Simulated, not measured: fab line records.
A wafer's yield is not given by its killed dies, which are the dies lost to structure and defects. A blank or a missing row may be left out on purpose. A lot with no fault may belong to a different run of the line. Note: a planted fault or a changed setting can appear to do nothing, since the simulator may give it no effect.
The tool behind it: which one? + flow gf180mcu + Sampling: 14 lots, 42 wafers, 4 of 602 route steps

== WHAT EACH GAUGE READ, for each wafer ==
GF_M5_CD_MEAS_07 targets a cd of 280 nm. Usual: cd_nm 279.8 nm, standard deviation 1.2.
| lot  | measured     | on        | cd_nm (nm)        | flag |
|------|--------------|-----------|-------------------|------|
| L885 | day 26 15:29 | cd_sem-01 | 279.2 279.3 279.2 |      |
| L886 | day 27 01:15 | cd_sem-02 | 278.6 279.3 279.6 |      |
| L887 | day 27 04:48 | cd_sem-02 | 278.7 277.1 278.4 |      |
| L888 | day 27 13:28 | cd_sem-02 | 280.1 280.5 280.9 |      |
| L889 | day 27 18:38 | cd_sem-02 | 279.8 279.8 281.5 |      |
| L890 | day 28 03:31 | cd_sem-02 | 278.4 278.5 279.8 |      |
| L891 | day 28 09:14 | cd_sem-02 | 279.7 279.7 279.6 |      |
| L898 | day 30 11:56 | cd_sem-01 | 283.5 283.5 283.1 |      |
| L899 | day 30 18:05 | cd_sem-01 | 278.8 280.1 279.2 |      |
| L901 | day 31 02:43 | cd_sem-02 | 280.5 280.1 280.0 |      |
| L903 | day 31 13:18 | cd_sem-02 | 280.2 279.4 279.7 |      |
| L905 | day 32 02:44 | cd_sem-01 | 279.2 280.3 279.9 |      |
| L906 | day 32 07:57 | cd_sem-01 | 278.3 277.9 277.4 |      |
| L908 | day 32 20:16 | cd_sem-01 | 279.9 280.7 280.3 |      |

GF_TOP_METAL_RS_MEAS_05: measures by four-point-probe. Usual: for TOP_METAL_ALCU_RS the level is 0.0329 ohm/sq and the standard deviation is 0.00034.
| lot  | measured     | on            | TOP_METAL_ALCU_RS (ohm/sq) | flag |
|------|--------------|---------------|----------------------------|------|
| L885 | day 27 14:54 | film_metro-03 | 0.0329 0.0329 0.0327       |      |
| L886 | day 28 00:46 | film_metro-03 | 0.0322 0.0328 0.0327       |      |
| L887 | day 28 04:07 | film_metro-01 | 0.0331 0.0334 0.0331       |      |
| L888 | day 28 12:44 | film_metro-03 | 0.0327 0.0325 0.0328       |      |
| L889 | day 28 17:28 | film_metro-02 | 0.0325 0.0330 0.0328       |      |
| L898 | day 31 10:01 | film_metro-03 | 0.0334 0.0330 0.0336       |      |
| L899 | day 31 14:55 | film_metro-02 | 0.0330 0.0334 0.0338       |      |
| L901 | day 31 23:28 | film_metro-01 | 0.0333 0.0326 0.0329       |      |
| L903 | day 32 09:08 | film_metro-03 | 0.0328 0.0331 0.0329       |      |
| L905 | day 32 22:50 | film_metro-03 | 0.0327 0.0330 0.0327       |      |
| L906 | day 33 04:18 | film_metro-02 | 0.0329 0.0329 0.0326       |      |
| L908 | day 33 15:01 | film_metro-02 | 0.0331 0.0333 0.0336       |      |

== EACH LOT AND THE TOOL THAT RAN IT (in order: tool; ch and the chambers of the sampled wafers; start) ==
| lot  | GF_V5_STRIP_18                       | GF_V5_SPUTTER_21             |
|------|--------------------------------------|------------------------------|
| L885 | plasma_asher-03 ch 0,1, day 27 13:25 | pvd_sputter-01, day 27 13:58 |
| L886 | plasma_asher-03 ch 0,1, day 27 23:19 | pvd_sputter-01, day 27 23:51 |
| L887 | plasma_asher-03 ch 0,1, day 28 02:34 | pvd_sputter-03, day 28 03:05 |
| L888 | plasma_asher-01 ch 0,1, day 28 11:17 | pvd_sputter-01, day 28 11:49 |
| L889 | plasma_asher-03 ch 0,1, day 28 15:52 | pvd_sputter-02, day 28 16:29 |
| L890 | plasma_asher-03 ch 0,1, day 29 00:30 | pvd_sputter-03, day 29 01:00 |
| L891 | plasma_asher-02 ch 0,1, day 29 05:55 | pvd_sputter-03, day 29 06:26 |
| L898 | plasma_asher-02 ch 0,1, day 31 08:34 | pvd_sputter-02, day 31 09:05 |
| L899 | plasma_asher-03 ch 0,1, day 31 13:28 | pvd_sputter-02, day 31 13:58 |
| L901 | plasma_asher-03 ch 0,1, day 31 22:02 | pvd_sputter-03, day 31 22:34 |
| L903 | plasma_asher-01 ch 0,1, day 32 07:38 | pvd_sputter-03, day 32 08:10 |
| L905 | plasma_asher-03 ch 0,1, day 32 21:19 | pvd_sputter-02, day 32 21:50 |
| L906 | plasma_asher-02 ch 0,1, day 33 02:52 | pvd_sputter-02, day 33 03:23 |
| L908 | plasma_asher-02 ch 0,1, day 33 13:35 | pvd_sputter-03, day 33 14:07 |
- GF_V5_STRIP_18: strips in O2/N2.
- GF_V5_SPUTTER_21: material Ti, target thk 15 nm, time 80.02 s.

== WHAT THE TOOLS THEMSELVES READ (means of the sampled wafers that have a number; where no wafer has one, the mark that the record gives instead) ==
GF_V5_STRIP_18. Usual: chamber_pressure_mTorr 1500.2 mTorr, standard deviation 1.4; drypump_motor_current_A 5.8 A, standard deviation 0.5; heater_power_w 338 W, standard deviation 35; oes_product_au 0.569 a.u., standard deviation 0.0048.
| lot  | tool            | chamber_pressure_mTorr (mTorr) | drypump_motor_current_A (A) | heater_power_w (W) | oes_product_au (a.u.) | flag |
|------|-----------------|--------------------------------|-----------------------------|--------------------|-----------------------|------|
| L885 | plasma_asher-03 | 1500.3                         | 5.7                         | 341                | 0.565                 |      |
| L886 | plasma_asher-03 | 1499.1                         | 5.7                         | 332                | 0.568                 |      |
| L887 | plasma_asher-03 | 1500.8                         | 5.5                         | 332                | 0.572                 |      |
| L888 | plasma_asher-01 | 1499.9                         | 6.3                         | 292                | 0.569                 |      |
| L889 | plasma_asher-03 | 1499.9                         | 5.5                         | 335                | 0.568                 |      |
| L890 | plasma_asher-03 | -                              | -                           | -                  | -                     | OFF  |
| L891 | plasma_asher-02 | -                              | -                           | -                  | -                     | OFF  |
| L898 | plasma_asher-02 | 1500.7                         | 5.5                         | 363                | 0.573                 |      |
| L899 | plasma_asher-03 | 1500.4                         | 5.7                         | 337                | 0.567                 |      |
| L901 | plasma_asher-03 | 1500.2                         | 5.5                         | 341                | 0.570                 |      |
| L903 | plasma_asher-01 | 1500.9                         | 6.3                         | 292                | 0.563                 |      |
| L905 | plasma_asher-03 | 1499.9                         | 5.7                         | 335                | 0.571                 |      |
| L906 | plasma_asher-02 | 1499.4                         | 5.5                         | 362                | 0.566                 |      |
| L908 | plasma_asher-02 | 1499.1                         | 5.5                         | 354                | 0.573                 |      |

GF_V5_SPUTTER_21. Usual: cathode_dc_power_W 2551.0 W, standard deviation 0.45; throttle_valve_pct 29.8 %, standard deviation 0.62.
| lot  | tool           | cathode_dc_power_W (W) | throttle_valve_pct (%) | flag |
|------|----------------|------------------------|------------------------|------|
| L885 | pvd_sputter-01 | 2550.8                 | 29.5                   |      |
| L886 | pvd_sputter-01 | 2551.3                 | 29.9                   |      |
| L887 | pvd_sputter-03 | 2551.5                 | 30.1                   |      |
| L888 | pvd_sputter-01 | 2550.8                 | 30.1                   |      |
| L889 | pvd_sputter-02 | 2551.2                 | 29.5                   |      |
| L890 | pvd_sputter-03 | 2551.2                 | 29.8                   |      |
| L891 | pvd_sputter-03 | 2550.8                 | 30.0                   |      |
| L898 | pvd_sputter-02 | 2551.2                 | 30.0                   |      |
| L899 | pvd_sputter-02 | 2551.0                 | 29.5                   |      |
| L901 | pvd_sputter-03 | 2551.2                 | 29.5                   |      |
| L903 | pvd_sputter-03 | 2551.3                 | 29.8                   |      |
| L905 | pvd_sputter-02 | 2550.6                 | 29.5                   |      |
| L906 | pvd_sputter-02 | 2550.9                 | 29.6                   |      |
| L908 | pvd_sputter-03 | 2551.9                 | 30.0                   |      |

== THE ANSWER, worked out from the rows above alone ==
Rule: a lot counts as off when the mean over its wafers that have a number is more than 3 standard deviations away from the usual mean. A lot without any number at a reading at which 4 lots or more have one is off too. All remaining lots with rows at the step are treated as sound. Order of review: gauges by route order, followed by the tools' own readings, for which a lot's mean as printed above is used. At the first step where some lot is off, the reading lying furthest off is the one used; lots without a number count as furthest.
Off at GF_V5_STRIP_18 (chamber_pressure_mTorr): L890, L891. Without a number there: L890, L891.
A tool fits if, at that step or a process step before it, it ran every lot that is off, and no sound lot after the first of them. Not one of the candidates tried fits.

== WHAT HAD BEEN PUT IN BY THE SIMULATOR ==
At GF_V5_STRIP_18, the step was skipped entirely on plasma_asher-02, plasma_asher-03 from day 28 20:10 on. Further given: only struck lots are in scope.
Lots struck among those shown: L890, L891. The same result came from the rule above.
